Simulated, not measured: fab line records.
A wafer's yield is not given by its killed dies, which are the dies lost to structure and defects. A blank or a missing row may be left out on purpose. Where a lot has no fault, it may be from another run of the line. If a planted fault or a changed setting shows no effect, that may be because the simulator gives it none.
The tool behind it: which one?    flow sky130    39 wafers from 13 lots sampled at 2 of the route's 708 steps

WHAT EACH GAUGE READ, for each wafer
SKY_CONTACT_CD_MEAS_14: the cd target is 170 nm. Usual: cd-nm reads 170.2 nm (standard deviation 1.4).
lot   measured      on         cd-nm (nm)         flag
L367  day 31 23:26  cd-sem-02  170.2 169.5 170.5  
L368  day 32 04:51  cd-sem-01  169.1 168.7 170.5  
L369  day 32 09:43  cd-sem-01  170.7 170.1 169.3  
L370  day 32 20:02  cd-sem-01  171.4 170.2 168.8  
L372  day 33 17:13  cd-sem-01  172.9 169.6 172.4  
L373  day 33 17:32  cd-sem-02  171.1 171.0 172.6  
L375  day 35 01:26  cd-sem-02  171.4 171.4 170.2  
L376  day 35 02:05  cd-sem-01  171.5 169.4 170.5  
L378  day 35 11:19  cd-sem-02  168.2 168.7 167.6  
L385  day 37 15:50  cd-sem-01  171.4 171.0 170.6  
L387  day 38 03:11  cd-sem-01  169.3 170.1 169.9  
L389  day 38 20:31  cd-sem-01  168.5 167.0 168.6  
L390  day 39 00:00  cd-sem-01  169.4 171.5 169.8  

SKY_CONTACT_THK_MEAS_26: measures by xrf. Usual: for CONTACT_W_THK the level is 352 nm and the standard deviation is 4.5.
lot   measured      on             CONTACT_W_THK (nm)  flag
L367  day 32 00:37  film-metro-03  350 350 353         
L368  day 32 06:00  film-metro-04  351 350 345         
L369  day 32 10:55  film-metro-03  350 358 359         
L370  day 32 21:12  film-metro-03  351 360 359         
L372  day 33 18:22  film-metro-01  354 341 353         
L373  day 33 18:42  film-metro-04  354 344 345         
L375  day 35 02:38  film-metro-01  354 355 352         
L376  day 35 03:17  film-metro-01  347 352 353         
L378  day 35 12:29  film-metro-01  347 353 354         
L385  day 37 17:00  film-metro-03  358 354 350         
L387  day 38 04:23  film-metro-03  356 352 355         
L389  day 38 21:41  film-metro-04  348 350 351         
L390  day 39 01:10  film-metro-04  359 360 362         

TOOL THAT RAN EACH LOT (tool first, then ch and the chambers of the sampled wafers, then the start)
The record holds no process step before these readings.

AS READ BY THE TOOLS THEMSELVES (means over the sampled wafers that have a number; for cases with no such wafer, the mark the record gives instead)
The record holds no such reading with a usual standard deviation.

THE ANSWER, worked out from the rows above alone
Rule: lot off if the mean of its wafers having a number is beyond 3 standard deviations from the usual mean. Also off: a lot with no number at a reading for which 4 or more lots have one. Any other lot the step has rows for is counted as sound. After the gauges, taken in route order, come the tools' own readings; for these a lot's mean is taken, as printed above. At the first step where some lot is off, the reading lying furthest off is the one used; lots without a number count as furthest.
Nothing can be told from this: no lot is off at any reading shown.

WHAT THE SIMULATOR PUT IN
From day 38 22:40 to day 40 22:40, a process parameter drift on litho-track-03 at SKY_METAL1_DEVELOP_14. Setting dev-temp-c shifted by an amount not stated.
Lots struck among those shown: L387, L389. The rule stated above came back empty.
